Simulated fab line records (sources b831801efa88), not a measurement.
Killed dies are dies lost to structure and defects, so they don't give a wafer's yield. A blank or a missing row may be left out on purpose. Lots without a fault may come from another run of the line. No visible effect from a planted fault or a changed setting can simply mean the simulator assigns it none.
The tool behind it: which one? || flow sky130 || 11 lots with 32 wafers sampled at 6 steps, on a route of 708 steps

## WHAT THE GAUGES READ, wafer by wafer
SKY_LOCAL_INTERCONNECT_RS_MEAS_01: the measuring method here is four-point-probe.
{"lot": "L109", "measured": "day 28 23:49", "on": "filmMetro-01", "LOCAL_INTERCONNECT_TIN_RS (ohm/sq)": "14.22 14.10 14.24"}
{"lot": "L111", "measured": "day 30 01:56", "on": "filmMetro-02", "LOCAL_INTERCONNECT_TIN_RS (ohm/sq)": "13.93 14.08 14.08"}
{"lot": "L112", "measured": "day 30 04:02", "on": "filmMetro-03", "LOCAL_INTERCONNECT_TIN_RS (ohm/sq)": "14.11 14.25 14.19"}
{"lot": "L113", "measured": "day 30 12:50", "on": "filmMetro-03", "LOCAL_INTERCONNECT_TIN_RS (ohm/sq)": "14.03 14.08 14.02"}
{"lot": "L114", "measured": "day 31 01:50", "on": "filmMetro-01", "LOCAL_INTERCONNECT_TIN_RS (ohm/sq)": "14.17 14.10 14.02"}
{"lot": "L118", "measured": "day 32 06:26", "on": "filmMetro-03", "LOCAL_INTERCONNECT_TIN_RS (ohm/sq)": "14.20 14.07 14.17"}
{"lot": "L119", "measured": "day 32 17:38", "on": "filmMetro-01", "LOCAL_INTERCONNECT_TIN_RS (ohm/sq)": "13.99 14.09 13.99"}
{"lot": "L121", "measured": "day 33 10:46", "on": "filmMetro-03", "LOCAL_INTERCONNECT_TIN_RS (ohm/sq)": "13.98 13.98 14.07"}
{"lot": "L123", "measured": "day 34 02:21", "on": "filmMetro-03", "LOCAL_INTERCONNECT_TIN_RS (ohm/sq)": "14.25 14.10 14.25"}
{"lot": "L124", "measured": "day 34 04:35", "on": "filmMetro-03", "LOCAL_INTERCONNECT_TIN_RS (ohm/sq)": "17.35 14.40 14.44"}
{"lot": "L128", "measured": "day 35 11:52", "on": "filmMetro-01", "LOCAL_INTERCONNECT_TIN_RS (ohm/sq)": "17.14 13.94"}

SKY_LOCAL_INTERCONNECT_THK_MEAS_02: measures by xrf.
{"lot": "L109", "measured": "day 28 23:55", "on": "filmMetro-01", "LOCAL_INTERCONNECT_TIN_THK (nm)": "99.4 100.1 99.7"}
{"lot": "L111", "measured": "day 30 02:02", "on": "filmMetro-02", "LOCAL_INTERCONNECT_TIN_THK (nm)": "102.5 100.6 101.2"}
{"lot": "L112", "measured": "day 30 04:10", "on": "filmMetro-03", "LOCAL_INTERCONNECT_TIN_THK (nm)": "101.5 100.2 100.8"}
{"lot": "L113", "measured": "day 30 12:57", "on": "filmMetro-03", "LOCAL_INTERCONNECT_TIN_THK (nm)": "102.3 101.9 101.3"}
{"lot": "L114", "measured": "day 31 01:58", "on": "filmMetro-01", "LOCAL_INTERCONNECT_TIN_THK (nm)": "100.2 100.0 101.5"}
{"lot": "L118", "measured": "day 32 06:34", "on": "filmMetro-03", "LOCAL_INTERCONNECT_TIN_THK (nm)": "101.0 101.8 100.9"}
{"lot": "L119", "measured": "day 32 17:46", "on": "filmMetro-01", "LOCAL_INTERCONNECT_TIN_THK (nm)": "101.4 100.2 101.4"}
{"lot": "L121", "measured": "day 33 10:52", "on": "filmMetro-03", "LOCAL_INTERCONNECT_TIN_THK (nm)": "102.1 102.3 101.7"}
{"lot": "L123", "measured": "day 34 02:28", "on": "filmMetro-03", "LOCAL_INTERCONNECT_TIN_THK (nm)": "100.1 101.2 100.5"}
{"lot": "L124", "measured": "day 34 04:43", "on": "filmMetro-03", "LOCAL_INTERCONNECT_TIN_THK (nm)": "83.2 99.4 99.3"}
{"lot": "L128", "measured": "day 35 11:58", "on": "filmMetro-01", "LOCAL_INTERCONNECT_TIN_THK (nm)": "83.3 101.8"}

SKY_CONTACT_THK_MEAS_03.
{"lot": "L109", "measured": "day 30 05:08", "on": "filmMetro-04", "CONTACT_HDPCVD_THK (nm)": "569 570 561"}
{"lot": "L111", "measured": "day 31 07:36", "on": "filmMetro-01", "CONTACT_HDPCVD_THK (nm)": "562 560 564"}
{"lot": "L112", "measured": "day 31 09:02", "on": "filmMetro-02", "CONTACT_HDPCVD_THK (nm)": "558 565 564"}
{"lot": "L113", "measured": "day 31 18:10", "on": "filmMetro-01", "CONTACT_HDPCVD_THK (nm)": "574 564 569"}
{"lot": "L114", "measured": "day 32 06:04", "on": "filmMetro-01", "CONTACT_HDPCVD_THK (nm)": "573 572 559"}
{"lot": "L118", "measured": "day 33 10:03", "on": "filmMetro-02", "CONTACT_HDPCVD_THK (nm)": "564 563 566"}
{"lot": "L119", "measured": "day 33 20:54", "on": "filmMetro-04", "CONTACT_HDPCVD_THK (nm)": "566 578 563"}
{"lot": "L121", "measured": "day 34 14:33", "on": "filmMetro-01", "CONTACT_HDPCVD_THK (nm)": "575 573 567"}
{"lot": "L123", "measured": "day 35 06:02", "on": "filmMetro-04", "CONTACT_HDPCVD_THK (nm)": "568 568 571"}
{"lot": "L124", "measured": "day 35 08:29", "on": "filmMetro-02", "CONTACT_HDPCVD_THK (nm)": "561 562 560"}
{"lot": "L128", "measured": "day 36 15:20", "on": "filmMetro-04", "CONTACT_HDPCVD_THK (nm)": "568 565"}

SKY_CONTACT_BOW_MEAS_05.
{"lot": "L109", "measured": "day 30 05:31", "on": "filmMetro-02", "CONTACT_BOW (um)": "81 88 79"}
{"lot": "L111", "measured": "day 31 07:59", "on": "filmMetro-02", "CONTACT_BOW (um)": "80 86 88"}
{"lot": "L112", "measured": "day 31 09:24", "on": "filmMetro-04", "CONTACT_BOW (um)": "74 86 64"}
{"lot": "L113", "measured": "day 31 18:32", "on": "filmMetro-04", "CONTACT_BOW (um)": "80 83 79"}
{"lot": "L114", "measured": "day 32 06:40", "on": "filmMetro-04", "CONTACT_BOW (um)": "86 95 82"}
{"lot": "L118", "measured": "day 33 10:25", "on": "filmMetro-01", "CONTACT_BOW (um)": "85 77 77"}
{"lot": "L119", "measured": "day 33 21:16", "on": "filmMetro-02", "CONTACT_BOW (um)": "88 82 85"}
{"lot": "L121", "measured": "day 34 14:55", "on": "filmMetro-01", "CONTACT_BOW (um)": "98 88 93"}
{"lot": "L123", "measured": "day 35 06:23", "on": "filmMetro-01", "CONTACT_BOW (um)": "80 75 86"}
{"lot": "L124", "measured": "day 35 08:50", "on": "filmMetro-04", "CONTACT_BOW (um)": "79 87 77"}
{"lot": "L128", "measured": "day 36 15:43", "on": "filmMetro-04", "CONTACT_BOW (um)": "85 78"}

## WHICH TOOL RAN EACH LOT (tool, then ch and the chambers of the sampled wafers, then the start)
{"lot": "L109", "SKY_LOCAL_INTERCONNECT_SPUTTER_00": "pvdSputter-02, day 28 23:44", "SKY_LOCAL_INTERCONNECT_METAL_ETCH_14": "rieMetal-01 ch 0,1, day 30 03:59"}
{"lot": "L111", "SKY_LOCAL_INTERCONNECT_SPUTTER_00": "pvdSputter-04, day 30 01:50", "SKY_LOCAL_INTERCONNECT_METAL_ETCH_14": "rieMetal-03 ch 0,1, day 31 06:47"}
{"lot": "L112", "SKY_LOCAL_INTERCONNECT_SPUTTER_00": "pvdSputter-02, day 30 03:58", "SKY_LOCAL_INTERCONNECT_METAL_ETCH_14": "rieMetal-04 ch 0,1, day 31 08:14"}
{"lot": "L113", "SKY_LOCAL_INTERCONNECT_SPUTTER_00": "pvdSputter-02, day 30 12:46", "SKY_LOCAL_INTERCONNECT_METAL_ETCH_14": "rieMetal-04 ch 0,1, day 31 17:16"}
{"lot": "L114", "SKY_LOCAL_INTERCONNECT_SPUTTER_00": "pvdSputter-04, day 31 01:47", "SKY_LOCAL_INTERCONNECT_METAL_ETCH_14": "rieMetal-04 ch 0,1, day 32 05:14"}
{"lot": "L118", "SKY_LOCAL_INTERCONNECT_SPUTTER_00": "pvdSputter-04, day 32 06:22", "SKY_LOCAL_INTERCONNECT_METAL_ETCH_14": "rieMetal-03 ch 0, day 33 09:11"}
{"lot": "L119", "SKY_LOCAL_INTERCONNECT_SPUTTER_00": "pvdSputter-02, day 32 17:35", "SKY_LOCAL_INTERCONNECT_METAL_ETCH_14": "rieMetal-03 ch 0, day 33 20:03"}
{"lot": "L121", "SKY_LOCAL_INTERCONNECT_SPUTTER_00": "pvdSputter-02, day 33 10:40", "SKY_LOCAL_INTERCONNECT_METAL_ETCH_14": "rieMetal-04 ch 0, day 34 13:44"}
{"lot": "L123", "SKY_LOCAL_INTERCONNECT_SPUTTER_00": "pvdSputter-02, day 34 02:17", "SKY_LOCAL_INTERCONNECT_METAL_ETCH_14": "rieMetal-04 ch 1, day 35 05:14"}
{"lot": "L124", "SKY_LOCAL_INTERCONNECT_SPUTTER_00": "pvdSputter-02, day 34 04:31", "SKY_LOCAL_INTERCONNECT_METAL_ETCH_14": "rieMetal-04 ch 0,1, day 35 07:40"}
{"lot": "L128", "SKY_LOCAL_INTERCONNECT_SPUTTER_00": "pvdSputter-02, day 35 11:46", "SKY_LOCAL_INTERCONNECT_METAL_ETCH_14": "rieMetal-01 ch 1, day 36 14:29"}
- SKY_LOCAL_INTERCONNECT_SPUTTER_00: material TiN, target thk 100 nm, time 83.3 s.
- SKY_LOCAL_INTERCONNECT_METAL_ETCH_14: etches TiN in Cl2/BCl3, stops on PSG, target depth 110 nm, time 31.4 s.

## WHAT THE TOOLS THEMSELVES READ (means of the sampled wafers that have a number; where no wafer has one, the mark that the record gives instead)
SKY_LOCAL_INTERCONNECT_SPUTTER_00.
{"lot": "L109", "tool": "pvdSputter-02", "susceptorTempC (C)": 300.30, "throttleValvePct (%)": 30.7}
{"lot": "L111", "tool": "pvdSputter-04", "susceptorTempC (C)": 300.23, "throttleValvePct (%)": 29.2}
{"lot": "L112", "tool": "pvdSputter-02", "susceptorTempC (C)": 300.07, "throttleValvePct (%)": 30.0}
{"lot": "L113", "tool": "pvdSputter-02", "susceptorTempC (C)": 299.83, "throttleValvePct (%)": 30.6}
{"lot": "L114", "tool": "pvdSputter-04", "susceptorTempC (C)": 300.05, "throttleValvePct (%)": 29.8}
{"lot": "L118", "tool": "pvdSputter-04", "susceptorTempC (C)": 300.09, "throttleValvePct (%)": 29.8}
{"lot": "L119", "tool": "pvdSputter-02", "susceptorTempC (C)": 300.00, "throttleValvePct (%)": 30.9}
{"lot": "L121", "tool": "pvdSputter-02", "susceptorTempC (C)": 300.06, "throttleValvePct (%)": 29.5}
{"lot": "L123", "tool": "pvdSputter-02", "susceptorTempC (C)": 299.89, "throttleValvePct (%)": 29.9}
{"lot": "L124", "tool": "pvdSputter-02", "susceptorTempC (C)": 300.09, "throttleValvePct (%)": 29.8}
{"lot": "L128", "tool": "pvdSputter-02", "susceptorTempC (C)": 299.91, "throttleValvePct (%)": 29.4}

SKY_LOCAL_INTERCONNECT_METAL_ETCH_14.
{"lot": "L109", "tool": "rieMetal-01", "drypumpMotorCurrentA (A)": 6.1, "oesProductAu (a.u.)": 0.935, "throttleValvePct (%)": 21.895}
{"lot": "L111", "tool": "rieMetal-03", "drypumpMotorCurrentA (A)": 5.8, "oesProductAu (a.u.)": 0.948, "throttleValvePct (%)": 21.902}
{"lot": "L112", "tool": "rieMetal-04", "drypumpMotorCurrentA (A)": 6.2, "oesProductAu (a.u.)": 0.945, "throttleValvePct (%)": 21.911}
{"lot": "L113", "tool": "rieMetal-04", "drypumpMotorCurrentA (A)": 6.4, "oesProductAu (a.u.)": 0.949, "throttleValvePct (%)": 21.892}
{"lot": "L114", "tool": "rieMetal-04", "drypumpMotorCurrentA (A)": 6.2, "oesProductAu (a.u.)": 0.945, "throttleValvePct (%)": 21.906}
{"lot": "L118", "tool": "rieMetal-03", "drypumpMotorCurrentA (A)": 6.1, "oesProductAu (a.u.)": 0.935, "throttleValvePct (%)": 21.903}
{"lot": "L119", "tool": "rieMetal-03", "drypumpMotorCurrentA (A)": 6.1, "oesProductAu (a.u.)": 0.943, "throttleValvePct (%)": 21.900}
{"lot": "L121", "tool": "rieMetal-04", "drypumpMotorCurrentA (A)": 6.0, "oesProductAu (a.u.)": 0.948, "throttleValvePct (%)": 21.901}
{"lot": "L123", "tool": "rieMetal-04", "drypumpMotorCurrentA (A)": 6.6, "oesProductAu (a.u.)": 0.944, "throttleValvePct (%)": 21.899}
{"lot": "L124", "tool": "rieMetal-04", "drypumpMotorCurrentA (A)": 6.4, "oesProductAu (a.u.)": 0.908, "throttleValvePct (%)": 21.924}
{"lot": "L128", "tool": "rieMetal-01", "drypumpMotorCurrentA (A)": 6.7, "oesProductAu (a.u.)": 0.899, "throttleValvePct (%)": 21.926}

## THE ANSWER, worked out from the rows above alone
Rule: the lots themselves supply what counts as usual. Put in order of their means at a reading, lots are off if they are a third of the lots or fewer, leave a main group of 4 or more, and stand apart from it by a gap of 3 or more times the standard deviation of the main group's means; of several such gaps the widest counts. If all means in a main group match to the digits the tables above print for the reading, that group is not used. Also off: a lot with no number at a reading for which 4 or more lots have one. Where the step has rows for the other lots, those lots are counted as sound. Order of review: gauges by route order, followed by the tools' own readings, for which a lot's mean as printed above is used. At the first step where some lot is off, the reading lying furthest off is the one used; lots without a number count as furthest.
Off: at SKY_LOCAL_INTERCONNECT_RS_MEAS_01 (LOCAL_INTERCONNECT_TIN_RS), L124, L128. For the main group the mean is 14.10 ohm/sq and the standard deviation 0.074.
A tool fits if, at a process step before that reading, it ran every lot that is off, and no sound lot after the first of them. Not tried: the gauges at SKY_LOCAL_INTERCONNECT_RS_MEAS_01; whatever is off there is also off at SKY_LOCAL_INTERCONNECT_METAL_ETCH_14, on other tools, and gauge error can't account for it. One fits: pvdSputter-02 at SKY_LOCAL_INTERCONNECT_SPUTTER_00. Its last sound lot is L123 (day 34 02:17), its first lot that is off L124 (day 34 04:31): a fault that began between those two fits.

## WHAT THE SIMULATOR HAD PUT IN
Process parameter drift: pvdSputter-02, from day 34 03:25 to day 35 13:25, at SKY_LOCAL_INTERCONNECT_SPUTTER_00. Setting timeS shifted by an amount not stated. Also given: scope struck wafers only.
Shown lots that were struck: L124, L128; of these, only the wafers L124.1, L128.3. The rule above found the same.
